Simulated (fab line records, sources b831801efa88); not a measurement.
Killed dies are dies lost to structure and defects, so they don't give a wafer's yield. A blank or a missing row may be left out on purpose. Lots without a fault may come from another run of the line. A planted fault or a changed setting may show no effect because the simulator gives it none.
Which tool did it? | flow gf180mcu | 6 lots, 18 wafers sampled, at 2 steps of a route of 602

WHAT THE GAUGES READ, wafer by wafer
GF_VT_IMPLANT_OVL_MEAS_07.
lot  | measured     | on         | VT_IMPLANT_OVL (nm)
L826 | day 6 08:45  | overlay-01 | 0.5 1.8 0.7
L829 | day 7 00:51  | overlay-02 | -1.4 -1.3 -1.9
L834 | day 8 07:34  | overlay-02 | 0.1 -0.3 0.4
L842 | day 10 22:26 | overlay-01 | -2.4 -2.3 -1.3
L843 | day 11 03:10 | overlay-01 | -2.8 -1.6 -1.3
L846 | day 11 18:05 | overlay-02 | -1.7 0.9 0.8

WHICH TOOL RAN EACH LOT (tool, then ch and the chambers of the sampled wafers, then the start)
lot  | GF_VT_IMPLANT_EXPOSE_04
L826 | iline_stepper-02 ch 0, day 6 01:58
L829 | iline_stepper-02 ch 0, day 6 17:52
L834 | iline_stepper-01 ch 0, day 8 00:32
L842 | iline_stepper-02 ch 0, day 10 13:31
L843 | iline_stepper-01 ch 0, day 10 17:37
L846 | iline_stepper-01 ch 0, day 11 08:52
- GF_VT_IMPLANT_EXPOSE_04: exposes mask LVPWELL LV AREA, target cd 600 nm.

THE ANSWER, worked out from the rows above alone
Rule: what is usual is taken from the lots themselves. Put in order of their means at a reading, lots are off if they are a third of the lots or fewer, leave a main group of 4 or more, and stand apart from it by a gap of 3 or more times the standard deviation of the main group's means; of several such gaps the widest counts. A main group whose means are all the same, to the digits that the tables above print for the reading, isn't used. A lot without any number at a reading at which 4 lots or more have one is off too. The other lots that the step has rows for count as sound.
No lot is off at any reading shown: from this, nothing can be told.

WHAT THE SIMULATOR HAD PUT IN
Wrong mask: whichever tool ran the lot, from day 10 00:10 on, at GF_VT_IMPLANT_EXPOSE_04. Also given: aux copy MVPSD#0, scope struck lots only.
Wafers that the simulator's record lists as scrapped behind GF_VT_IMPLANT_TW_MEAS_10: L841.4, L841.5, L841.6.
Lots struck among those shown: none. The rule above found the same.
